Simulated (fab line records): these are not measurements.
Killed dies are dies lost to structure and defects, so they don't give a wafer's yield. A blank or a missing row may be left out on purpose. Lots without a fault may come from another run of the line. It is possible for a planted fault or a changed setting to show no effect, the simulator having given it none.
fab line records :: flow sky130
record
  lots=14
  wafers=42
  last-day=51
route steps=708 shown LI_CONTACT@383
lots untouched by any fault: they come from a run of this same line in which no faults occurred
start-h: hours from the record's opening day to when the first of the lot's shown wafers began :: wait-h: hours elapsed since this lot's preceding step :: " unchanged from the row above :: L1.1+2: one row covering several wafers at once :: - no value present, or no start provided :: * or withheld: withheld :: < > ~ a bound
route shown NAME@n: names a module that has steps shown in the file, with the first one's number in the route :: usual: the fault-free wafers' mean and standard deviation :: same: alike in all rows :: chamber/n: place in a boat :: sites: per-site readings :: _std_site: the values' standard deviation :: _edge_site: inner sites' mean taken away from outer sites' mean :: radius-mm: how far each site lies from the wafer's centre :: mask NAME#n: copy n :: behind: the tool/chamber that last shaped the wafer :: hold: why the lot went on hold/how many hours it stayed there/how the hold came to an end :: device: names the non-switching transistor (n, p or np) :: end of line: the route-end tests of the same wafers :: a step with no rows: only its recipe :: killed: dies lost to structure and defects at the first sort, not the wafer's yield :: map: shows each die of a wafer: x if killed, . if not, _ if none is there
set.NAME: the setting as run; set.NAME@STEP: as run at that earlier step :: model.NAME: the simulator's own value behind a step, which no gauge read
one table for each step of the route and one row for each wafer, over a sample of lots
services: when a tool's chamber went out of use (start-h, in hours from the record's first day, below 0 if earlier), for how many hours, and the reason
## steps
# step SKY_LI_CONTACT_CVD_21
# recipe
  material=W
  target-thk-nm=400
  time-s=120.56
  temp-c=400
  pressure-torr=40
# usual
  chamber-pressure-Torr=40.01/0.094
  heater-power-w=896/90
lot.wafer: L616.1
tool: cvd-w-02
chamber: 1
start-h: 712.06
wait-h: 0.0
chamber-pressure-Torr: 39.95
heater-power-w: 1023

lot.wafer: L616.3
tool: cvd-w-02
chamber: 1
start-h: 712.06
wait-h: 0.0
chamber-pressure-Torr: 40.06
heater-power-w: 1042

lot.wafer: L616.5
tool: cvd-w-02
chamber: 1
start-h: 712.06
wait-h: 0.0
chamber-pressure-Torr: 39.92
heater-power-w: 1080

lot.wafer: L618.3
tool: cvd-w-01
chamber: 1
start-h: 720.72
wait-h: 0.1
chamber-pressure-Torr: 40.07
heater-power-w: 891

lot.wafer: L618.5
tool: cvd-w-01
chamber: 1
start-h: 720.72
wait-h: 0.1
chamber-pressure-Torr: 40.07
heater-power-w: 895

lot.wafer: L618.6
tool: cvd-w-01
chamber: 0
start-h: 720.72
wait-h: 0.1
chamber-pressure-Torr: 40.04
heater-power-w: 836

lot.wafer: L619.1
tool: cvd-w-01
chamber: 1
start-h: 730.51
wait-h: 0.0
chamber-pressure-Torr: 39.96
heater-power-w: 884

lot.wafer: L619.4
tool: cvd-w-01
chamber: 1
start-h: 730.51
wait-h: 0.0
chamber-pressure-Torr: 40.08
heater-power-w: 883

lot.wafer: L619.5
tool: cvd-w-01
chamber: 1
start-h: 730.51
wait-h: 0.0
chamber-pressure-Torr: 39.95
heater-power-w: 889

lot.wafer: L620.1
tool: cvd-w-01
chamber: 0
start-h: 735.78
wait-h: 0.0
chamber-pressure-Torr: 40.07
heater-power-w: 827

lot.wafer: L620.2
tool: cvd-w-01
chamber: 1
start-h: 735.78
wait-h: 0.0
chamber-pressure-Torr: 40.01
heater-power-w: 873

lot.wafer: L620.3
tool: cvd-w-01
chamber: 0
start-h: 735.78
wait-h: 0.0
chamber-pressure-Torr: 39.86
heater-power-w: 818

lot.wafer: L621.1
tool: cvd-w-01
chamber: 1
start-h: 740.25
wait-h: 0.0
chamber-pressure-Torr: 39.93
heater-power-w: 860

lot.wafer: L621.3
tool: cvd-w-01
chamber: 0
start-h: 740.25
wait-h: 0.0
chamber-pressure-Torr: 40.04
heater-power-w: 848

lot.wafer: L621.4
tool: cvd-w-01
chamber: 1
start-h: 740.25
wait-h: 0.0
chamber-pressure-Torr: 40.01
heater-power-w: 908

lot.wafer: L624.1
tool: cvd-w-01
chamber: 0
start-h: 763.66
wait-h: 0.0
chamber-pressure-Torr: 40.13
heater-power-w: 807

lot.wafer: L624.5
tool: cvd-w-01
chamber: 0
start-h: 763.66
wait-h: 0.0
chamber-pressure-Torr: 40.25
heater-power-w: 814

lot.wafer: L624.6
tool: cvd-w-01
chamber: 1
start-h: 763.66
wait-h: 0.0
chamber-pressure-Torr: 40.19
heater-power-w: 871

lot.wafer: L630.1
tool: cvd-w-02
chamber: 0
start-h: 814.13
wait-h: 0.0
chamber-pressure-Torr: 40.04
heater-power-w: 845

lot.wafer: L630.2
tool: cvd-w-02
chamber: 1
start-h: 814.13
wait-h: 0.0
chamber-pressure-Torr: 40.13
heater-power-w: 1010

lot.wafer: L630.4
tool: cvd-w-02
chamber: 0
start-h: 814.13
wait-h: 0.0
chamber-pressure-Torr: 39.96
heater-power-w: 820

lot.wafer: L632.1
tool: cvd-w-02
chamber: 1
start-h: 826.13
wait-h: 0.0
chamber-pressure-Torr: 40.11
heater-power-w: 1038

lot.wafer: L632.5
tool: cvd-w-02
chamber: 0
start-h: 826.13
wait-h: 0.0
chamber-pressure-Torr: 39.97
heater-power-w: 829

lot.wafer: L632.6
tool: cvd-w-02
chamber: 1
start-h: 826.13
wait-h: 0.0
chamber-pressure-Torr: 39.97
heater-power-w: 1043

lot.wafer: L633.1
tool: cvd-w-01
chamber: 1
start-h: 832.06
wait-h: 0.0
chamber-pressure-Torr: 40.01
heater-power-w: 871

lot.wafer: L633.3
tool: cvd-w-01
chamber: 1
start-h: 832.06
wait-h: 0.0
chamber-pressure-Torr: 40.06
heater-power-w: 899

lot.wafer: L633.5
tool: cvd-w-01
chamber: 0
start-h: 832.06
wait-h: 0.0
chamber-pressure-Torr: 40.02
heater-power-w: 844

lot.wafer: L634.2
tool: cvd-w-02
chamber: 1
start-h: 844.46
wait-h: 0.0
chamber-pressure-Torr: 40.05
heater-power-w: 1061

lot.wafer: L634.3
tool: cvd-w-02
chamber: 0
start-h: 844.46
wait-h: 0.0
chamber-pressure-Torr: 39.86
heater-power-w: 809

lot.wafer: L634.6
tool: cvd-w-02
chamber: 1
start-h: 844.46
wait-h: 0.0
chamber-pressure-Torr: 40.13
heater-power-w: 1091

lot.wafer: L635.2
tool: cvd-w-01
chamber: 0
start-h: 846.48
wait-h: 0.0
chamber-pressure-Torr: 40.03
heater-power-w: 848

lot.wafer: L635.3
tool: cvd-w-01
chamber: 0
start-h: 846.48
wait-h: 0.0
chamber-pressure-Torr: 39.92
heater-power-w: 828

lot.wafer: L635.6
tool: cvd-w-01
chamber: 1
start-h: 846.48
wait-h: 0.0
chamber-pressure-Torr: 40.01
heater-power-w: 896

lot.wafer: L636.2
tool: cvd-w-01
chamber: 0
start-h: 855.66
wait-h: 0.0
chamber-pressure-Torr: 40.01
heater-power-w: 803

lot.wafer: L636.3
tool: cvd-w-01
chamber: 1
start-h: 855.66
wait-h: 0.0
chamber-pressure-Torr: 40.01
heater-power-w: 874

lot.wafer: L636.6
tool: cvd-w-01
chamber: 0
start-h: 855.66
wait-h: 0.0
chamber-pressure-Torr: 40.24
heater-power-w: 838

lot.wafer: L637.4
tool: cvd-w-01
chamber: 1
start-h: 861.55
wait-h: 0.1
chamber-pressure-Torr: 40.05
heater-power-w: 893

lot.wafer: L637.5
tool: cvd-w-01
chamber: 0
start-h: 861.55
wait-h: 0.1
chamber-pressure-Torr: 40.10
heater-power-w: 848

lot.wafer: L637.6
tool: cvd-w-01
chamber: 1
start-h: 861.55
wait-h: 0.1
chamber-pressure-Torr: 40.09
heater-power-w: 870

lot.wafer: L638.1
tool: cvd-w-02
chamber: 1
start-h: 872.03
wait-h: 0.0
chamber-pressure-Torr: 39.88
heater-power-w: 1046

lot.wafer: L638.3
tool: cvd-w-02
chamber: 0
start-h: 872.03
wait-h: 0.0
chamber-pressure-Torr: 40.01
heater-power-w: 835

lot.wafer: L638.5
tool: cvd-w-02
chamber: 0
start-h: 872.03
wait-h: 0.0
chamber-pressure-Torr: 40.08
heater-power-w: 852
# step SKY_LI_CONTACT_RS_MEAS_22
# recipe
  thk-meas-gauge=four-point-probe
  reads=W_of_LI_CONTACT_CVD_21+TiN_of_LI_CONTACT_SPUTTER_20+Ti_of_LI_CONTACT_SPUTTER_19
# usual
  LI_CONTACT_W_RS=0.2836/0.0027
lot.wafer: L616.1
tool: film-metro-03
chamber: -
start-h: 712.18
wait-h: 0.1
hold: -
LI_CONTACT_W_RS[ohm/sq]: 0.2795

lot.wafer: L616.3
tool: film-metro-03
chamber: -
start-h: 712.18
wait-h: 0.1
hold: -
LI_CONTACT_W_RS[ohm/sq]: 0.2823

lot.wafer: L616.5
tool: film-metro-03
chamber: -
start-h: 712.18
wait-h: 0.1
hold: -
LI_CONTACT_W_RS[ohm/sq]: 0.2841

lot.wafer: L618.3
tool: film-metro-01
chamber: -
start-h: 720.85
wait-h: 0.1
hold: -
LI_CONTACT_W_RS[ohm/sq]: 0.2871

lot.wafer: L618.5
tool: film-metro-01
chamber: -
start-h: 720.85
wait-h: 0.1
hold: -
LI_CONTACT_W_RS[ohm/sq]: 0.2889

lot.wafer: L618.6
tool: film-metro-01
chamber: -
start-h: 720.85
wait-h: 0.1
hold: -
LI_CONTACT_W_RS[ohm/sq]: 0.2859

lot.wafer: L619.1
tool: film-metro-02
chamber: -
start-h: 730.63
wait-h: 0.1
hold: -
LI_CONTACT_W_RS[ohm/sq]: 0.2817

lot.wafer: L619.4
tool: film-metro-02
chamber: -
start-h: 730.63
wait-h: 0.1
hold: -
LI_CONTACT_W_RS[ohm/sq]: 0.2844

lot.wafer: L619.5
tool: film-metro-02
chamber: -
start-h: 730.63
wait-h: 0.1
hold: -
LI_CONTACT_W_RS[ohm/sq]: 0.2852

lot.wafer: L620.1
tool: film-metro-01
chamber: -
start-h: 735.91
wait-h: 0.1
hold: -
LI_CONTACT_W_RS[ohm/sq]: 0.2857

lot.wafer: L620.2
tool: film-metro-01
chamber: -
start-h: 735.91
wait-h: 0.1
hold: -
LI_CONTACT_W_RS[ohm/sq]: 0.2862

lot.wafer: L620.3
tool: film-metro-01
chamber: -
start-h: 735.91
wait-h: 0.1
hold: -
LI_CONTACT_W_RS[ohm/sq]: 0.2868

lot.wafer: L621.1
tool: film-metro-01
chamber: -
start-h: 740.37
wait-h: 0.1
hold: await-dispo/0.2h/release
LI_CONTACT_W_RS[ohm/sq]: 0.2819

lot.wafer: L621.3
tool: film-metro-01
chamber: -
start-h: 740.37
wait-h: 0.1
hold: await-dispo/0.2h/release
LI_CONTACT_W_RS[ohm/sq]: 0.2845

lot.wafer: L621.4
tool: film-metro-01
chamber: -
start-h: 740.37
wait-h: 0.1
hold: await-dispo/0.2h/release
LI_CONTACT_W_RS[ohm/sq]: 0.2678

lot.wafer: L621.1
tool: film-metro-01
chamber: -
start-h: 740.66
wait-h: 0.3
hold: -
LI_CONTACT_W_RS[ohm/sq]: 0.2821

lot.wafer: L621.3
tool: film-metro-01
chamber: -
start-h: 740.66
wait-h: 0.3
hold: -
LI_CONTACT_W_RS[ohm/sq]: 0.2846

lot.wafer: L621.4
tool: film-metro-01
chamber: -
start-h: 740.66
wait-h: 0.3
hold: -
LI_CONTACT_W_RS[ohm/sq]: 0.2683

lot.wafer: L624.1
tool: film-metro-01
chamber: -
start-h: 763.78
wait-h: 0.1
hold: await-dispo/0.2h/release
LI_CONTACT_W_RS[ohm/sq]: 0.2816

lot.wafer: L624.5
tool: film-metro-01
chamber: -
start-h: 763.78
wait-h: 0.1
hold: await-dispo/0.2h/release
LI_CONTACT_W_RS[ohm/sq]: 0.2822

lot.wafer: L624.6
tool: film-metro-01
chamber: -
start-h: 763.78
wait-h: 0.1
hold: await-dispo/0.2h/release
LI_CONTACT_W_RS[ohm/sq]: 0.2696

lot.wafer: L624.1
tool: film-metro-01
chamber: -
start-h: 764.17
wait-h: 0.4
hold: -
LI_CONTACT_W_RS[ohm/sq]: 0.2818

lot.wafer: L624.5
tool: film-metro-01
chamber: -
start-h: 764.17
wait-h: 0.4
hold: -
LI_CONTACT_W_RS[ohm/sq]: 0.2828

lot.wafer: L624.6
tool: film-metro-01
chamber: -
start-h: 764.17
wait-h: 0.4
hold: -
LI_CONTACT_W_RS[ohm/sq]: 0.2693

lot.wafer: L630.1
tool: film-metro-03
chamber: -
start-h: 814.26
wait-h: 0.1
hold: -
LI_CONTACT_W_RS[ohm/sq]: 0.2834

lot.wafer: L630.2
tool: film-metro-03
chamber: -
start-h: 814.26
wait-h: 0.1
hold: -
LI_CONTACT_W_RS[ohm/sq]: 0.2829

lot.wafer: L630.4
tool: film-metro-03
chamber: -
start-h: 814.26
wait-h: 0.1
hold: -
LI_CONTACT_W_RS[ohm/sq]: 0.2826

lot.wafer: L632.1
tool: film-metro-02
chamber: -
start-h: 826.26
wait-h: 0.1
hold: -
LI_CONTACT_W_RS[ohm/sq]: 0.2797

lot.wafer: L632.5
tool: film-metro-02
chamber: -
start-h: 826.26
wait-h: 0.1
hold: -
LI_CONTACT_W_RS[ohm/sq]: 0.2789

lot.wafer: L632.6
tool: film-metro-02
chamber: -
start-h: 826.26
wait-h: 0.1
hold: -
LI_CONTACT_W_RS[ohm/sq]: 0.2806

lot.wafer: L633.1
tool: film-metro-03
chamber: -
start-h: 832.18
wait-h: 0.1
hold: -
LI_CONTACT_W_RS[ohm/sq]: 0.2891

lot.wafer: L633.3
tool: film-metro-03
chamber: -
start-h: 832.18
wait-h: 0.1
hold: -
LI_CONTACT_W_RS[ohm/sq]: 0.2880

lot.wafer: L633.5
tool: film-metro-03
chamber: -
start-h: 832.18
wait-h: 0.1
hold: -
LI_CONTACT_W_RS[ohm/sq]: 0.2853

lot.wafer: L634.2
tool: film-metro-02
chamber: -
start-h: 844.60
wait-h: 0.1
hold: -
LI_CONTACT_W_RS[ohm/sq]: 0.2823

lot.wafer: L634.3
tool: film-metro-02
chamber: -
start-h: 844.60
wait-h: 0.1
hold: -
LI_CONTACT_W_RS[ohm/sq]: 0.2839

lot.wafer: L634.6
tool: film-metro-02
chamber: -
start-h: 844.60
wait-h: 0.1
hold: -
LI_CONTACT_W_RS[ohm/sq]: 0.2836

lot.wafer: L635.2
tool: film-metro-01
chamber: -
start-h: 846.63
wait-h: 0.1
hold: -
LI_CONTACT_W_RS[ohm/sq]: 0.2850

lot.wafer: L635.3
tool: film-metro-01
chamber: -
start-h: 846.63
wait-h: 0.1
hold: -
LI_CONTACT_W_RS[ohm/sq]: 0.2827

lot.wafer: L635.6
tool: film-metro-01
chamber: -
start-h: 846.63
wait-h: 0.1
hold: -
LI_CONTACT_W_RS[ohm/sq]: 0.2859

lot.wafer: L636.2
tool: film-metro-01
chamber: -
start-h: 855.80
wait-h: 0.1
hold: -
LI_CONTACT_W_RS[ohm/sq]: 0.2832

lot.wafer: L636.3
tool: film-metro-01
chamber: -
start-h: 855.80
wait-h: 0.1
hold: -
LI_CONTACT_W_RS[ohm/sq]: 0.2793

lot.wafer: L636.6
tool: film-metro-01
chamber: -
start-h: 855.80
wait-h: 0.1
hold: -
LI_CONTACT_W_RS[ohm/sq]: 0.2811

lot.wafer: L637.4
tool: film-metro-01
chamber: -
start-h: 861.69
wait-h: 0.1
hold: -
LI_CONTACT_W_RS[ohm/sq]: 0.2846

lot.wafer: L637.5
tool: film-metro-01
chamber: -
start-h: 861.69
wait-h: 0.1
hold: -
LI_CONTACT_W_RS[ohm/sq]: 0.2828

lot.wafer: L637.6
tool: film-metro-01
chamber: -
start-h: 861.69
wait-h: 0.1
hold: -
LI_CONTACT_W_RS[ohm/sq]: 0.2857

lot.wafer: L638.1
tool: film-metro-03
chamber: -
start-h: 872.15
wait-h: 0.1
hold: -
LI_CONTACT_W_RS[ohm/sq]: 0.2851

lot.wafer: L638.3
tool: film-metro-03
chamber: -
start-h: 872.15
wait-h: 0.1
hold: -
LI_CONTACT_W_RS[ohm/sq]: 0.2828

lot.wafer: L638.5
tool: film-metro-03
chamber: -
start-h: 872.15
wait-h: 0.1
hold: -
LI_CONTACT_W_RS[ohm/sq]: 0.2813
# step SKY_LI_CONTACT_THK_MEAS_23
# recipe
  thk-meas-gauge=xrf
  reads=W_of_LI_CONTACT_CVD_21
# usual
  LI_CONTACT_W_THK=425/5.2
lot.wafer: L616.1
tool: film-metro-03
chamber: -
start-h: 712.30
wait-h: 0.1
hold: -
LI_CONTACT_W_THK[nm]: 438

lot.wafer: L616.3
tool: film-metro-03
chamber: -
start-h: 712.30
wait-h: 0.1
hold: -
LI_CONTACT_W_THK[nm]: 429

lot.wafer: L616.5
tool: film-metro-03
chamber: -
start-h: 712.30
wait-h: 0.1
hold: -
LI_CONTACT_W_THK[nm]: 426

lot.wafer: L618.3
tool: film-metro-01
chamber: -
start-h: 720.95
wait-h: 0.1
hold: -
LI_CONTACT_W_THK[nm]: 418

lot.wafer: L618.5
tool: film-metro-01
chamber: -
start-h: 720.95
wait-h: 0.1
hold: -
LI_CONTACT_W_THK[nm]: 420

lot.wafer: L618.6
tool: film-metro-01
chamber: -
start-h: 720.95
wait-h: 0.1
hold: -
LI_CONTACT_W_THK[nm]: 422

lot.wafer: L619.1
tool: film-metro-02
chamber: -
start-h: 730.75
wait-h: 0.1
hold: -
LI_CONTACT_W_THK[nm]: 432

lot.wafer: L619.4
tool: film-metro-02
chamber: -
start-h: 730.75
wait-h: 0.1
hold: -
LI_CONTACT_W_THK[nm]: 430

lot.wafer: L619.5
tool: film-metro-02
chamber: -
start-h: 730.75
wait-h: 0.1
hold: -
LI_CONTACT_W_THK[nm]: 432

lot.wafer: L620.1
tool: film-metro-01
chamber: -
start-h: 736.03
wait-h: 0.1
hold: -
LI_CONTACT_W_THK[nm]: 420

lot.wafer: L620.2
tool: film-metro-01
chamber: -
start-h: 736.03
wait-h: 0.1
hold: -
LI_CONTACT_W_THK[nm]: 422

lot.wafer: L620.3
tool: film-metro-01
chamber: -
start-h: 736.03
wait-h: 0.1
hold: -
LI_CONTACT_W_THK[nm]: 420

lot.wafer: L621.1
tool: film-metro-01
chamber: -
start-h: 743.86
wait-h: 3.2
hold: await-dispo/0.2h/release
LI_CONTACT_W_THK[nm]: 429

lot.wafer: L621.3
tool: film-metro-01
chamber: -
start-h: 743.86
wait-h: 3.2
hold: await-dispo/0.2h/release
LI_CONTACT_W_THK[nm]: 426

lot.wafer: L621.4
tool: film-metro-01
chamber: -
start-h: 743.86
wait-h: 3.2
hold: await-dispo/0.2h/release
LI_CONTACT_W_THK[nm]: 457

lot.wafer: L621.1
tool: film-metro-01
chamber: -
start-h: 744.14
wait-h: 0.3
hold: -
LI_CONTACT_W_THK[nm]: 421

lot.wafer: L621.3
tool: film-metro-01
chamber: -
start-h: 744.14
wait-h: 0.3
hold: -
LI_CONTACT_W_THK[nm]: 417

lot.wafer: L621.4
tool: film-metro-01
chamber: -
start-h: 744.14
wait-h: 0.3
hold: -
LI_CONTACT_W_THK[nm]: 445

lot.wafer: L624.1
tool: film-metro-01
chamber: -
start-h: 770.74
wait-h: 6.5
hold: await-dispo/0.2h/release
LI_CONTACT_W_THK[nm]: 430

lot.wafer: L624.5
tool: film-metro-01
chamber: -
start-h: 770.74
wait-h: 6.5
hold: await-dispo/0.2h/release
LI_CONTACT_W_THK[nm]: 428

lot.wafer: L624.6
tool: film-metro-01
chamber: -
start-h: 770.74
wait-h: 6.5
hold: await-dispo/0.2h/release
LI_CONTACT_W_THK[nm]: 453

lot.wafer: L624.1
tool: film-metro-01
chamber: -
start-h: 770.96
wait-h: 0.2
hold: -
LI_CONTACT_W_THK[nm]: 428

lot.wafer: L624.5
tool: film-metro-01
chamber: -
start-h: 770.96
wait-h: 0.2
hold: -
LI_CONTACT_W_THK[nm]: 430

lot.wafer: L624.6
tool: film-metro-01
chamber: -
start-h: 770.96
wait-h: 0.2
hold: -
LI_CONTACT_W_THK[nm]: 448

lot.wafer: L630.1
tool: film-metro-03
chamber: -
start-h: 814.38
wait-h: 0.1
hold: -
LI_CONTACT_W_THK[nm]: 431

lot.wafer: L630.2
tool: film-metro-03
chamber: -
start-h: 814.38
wait-h: 0.1
hold: -
LI_CONTACT_W_THK[nm]: 432

lot.wafer: L630.4
tool: film-metro-03
chamber: -
start-h: 814.38
wait-h: 0.1
hold: -
LI_CONTACT_W_THK[nm]: 434

lot.wafer: L632.1
tool: film-metro-02
chamber: -
start-h: 826.38
wait-h: 0.1
hold: -
LI_CONTACT_W_THK[nm]: 432

lot.wafer: L632.5
tool: film-metro-02
chamber: -
start-h: 826.38
wait-h: 0.1
hold: -
LI_CONTACT_W_THK[nm]: 429

lot.wafer: L632.6
tool: film-metro-02
chamber: -
start-h: 826.38
wait-h: 0.1
hold: -
LI_CONTACT_W_THK[nm]: 429

lot.wafer: L633.1
tool: film-metro-03
chamber: -
start-h: 832.30
wait-h: 0.1
hold: -
LI_CONTACT_W_THK[nm]: 421

lot.wafer: L633.3
tool: film-metro-03
chamber: -
start-h: 832.30
wait-h: 0.1
hold: -
LI_CONTACT_W_THK[nm]: 420

lot.wafer: L633.5
tool: film-metro-03
chamber: -
start-h: 832.30
wait-h: 0.1
hold: -
LI_CONTACT_W_THK[nm]: 424

lot.wafer: L634.2
tool: film-metro-02
chamber: -
start-h: 844.71
wait-h: 0.1
hold: -
LI_CONTACT_W_THK[nm]: 425

lot.wafer: L634.3
tool: film-metro-02
chamber: -
start-h: 844.71
wait-h: 0.1
hold: -
LI_CONTACT_W_THK[nm]: 426

lot.wafer: L634.6
tool: film-metro-02
chamber: -
start-h: 844.71
wait-h: 0.1
hold: -
LI_CONTACT_W_THK[nm]: 426

lot.wafer: L635.2
tool: film-metro-01
chamber: -
start-h: 846.74
wait-h: 0.1
hold: -
LI_CONTACT_W_THK[nm]: 423

lot.wafer: L635.3
tool: film-metro-01
chamber: -
start-h: 846.74
wait-h: 0.1
hold: -
LI_CONTACT_W_THK[nm]: 428

lot.wafer: L635.6
tool: film-metro-01
chamber: -
start-h: 846.74
wait-h: 0.1
hold: -
LI_CONTACT_W_THK[nm]: 426

lot.wafer: L636.2
tool: film-metro-01
chamber: -
start-h: 855.91
wait-h: 0.1
hold: -
LI_CONTACT_W_THK[nm]: 428

lot.wafer: L636.3
tool: film-metro-01
chamber: -
start-h: 855.91
wait-h: 0.1
hold: -
LI_CONTACT_W_THK[nm]: 434

lot.wafer: L636.6
tool: film-metro-01
chamber: -
start-h: 855.91
wait-h: 0.1
hold: -
LI_CONTACT_W_THK[nm]: 431

lot.wafer: L637.4
tool: film-metro-01
chamber: -
start-h: 861.78
wait-h: 0.1
hold: -
LI_CONTACT_W_THK[nm]: 425

lot.wafer: L637.5
tool: film-metro-01
chamber: -
start-h: 861.78
wait-h: 0.1
hold: -
LI_CONTACT_W_THK[nm]: 425

lot.wafer: L637.6
tool: film-metro-01
chamber: -
start-h: 861.78
wait-h: 0.1
hold: -
LI_CONTACT_W_THK[nm]: 422

lot.wafer: L638.1
tool: film-metro-03
chamber: -
start-h: 872.27
wait-h: 0.1
hold: -
LI_CONTACT_W_THK[nm]: 429

lot.wafer: L638.3
tool: film-metro-03
chamber: -
start-h: 872.27
wait-h: 0.1
hold: -
LI_CONTACT_W_THK[nm]: 429

lot.wafer: L638.5
tool: film-metro-03
chamber: -
start-h: 872.27
wait-h: 0.1
hold: -
LI_CONTACT_W_THK[nm]: 437
## services
tool: cvd-w-02
chamber: -
start-h: 731.80
hours: 6.0
kind: pm

tool: cvd-w-02
chamber: -
start-h: 738.13
hours: 2.8
kind: pm
## key
first-sign
  step=SKY_LI_CONTACT_RS_MEAS_22
  reading=visit
  direction=added
effect
  step=SKY_LI_CONTACT_RS_MEAS_22
  reading=LI_CONTACT_W_RS
  direction=down
  sigmas=5.5
  usual=0.2836
  struck=0.2687
effect
  step=SKY_LI_CONTACT_THK_MEAS_23
  reading=visit
  direction=added
effect
  step=SKY_LI_CONTACT_THK_MEAS_23
  reading=LI_CONTACT_W_THK
  direction=up
  sigmas=5.7
  usual=425
  struck=455
met-at SKY_LI_CONTACT_CVD_21
struck-lots L621,L624
struck-wafers L621.4,L624.6
tester-left-out L621,L624
onset-between 735.78 740.25
fault
  kind=process-parameter-drift
  tool=cvd-w-01
  chamber=-
  onset-h=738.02
  steps=SKY_LI_CONTACT_CVD_21
  channel=target-thk-nm
  offset=21.585
  shape=step
  end-h=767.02
  scope=struck-wafers-only
  acts-in=these-recipes-only
  stated=400
# tester-left-out: of these lots the tester's yield and bins aren't shown, on N5 and GAA mostly nor the transistor test; their killed dies are dies lost to structure and defects alone, not to doping, threshold or leakage, so they don't give the yield
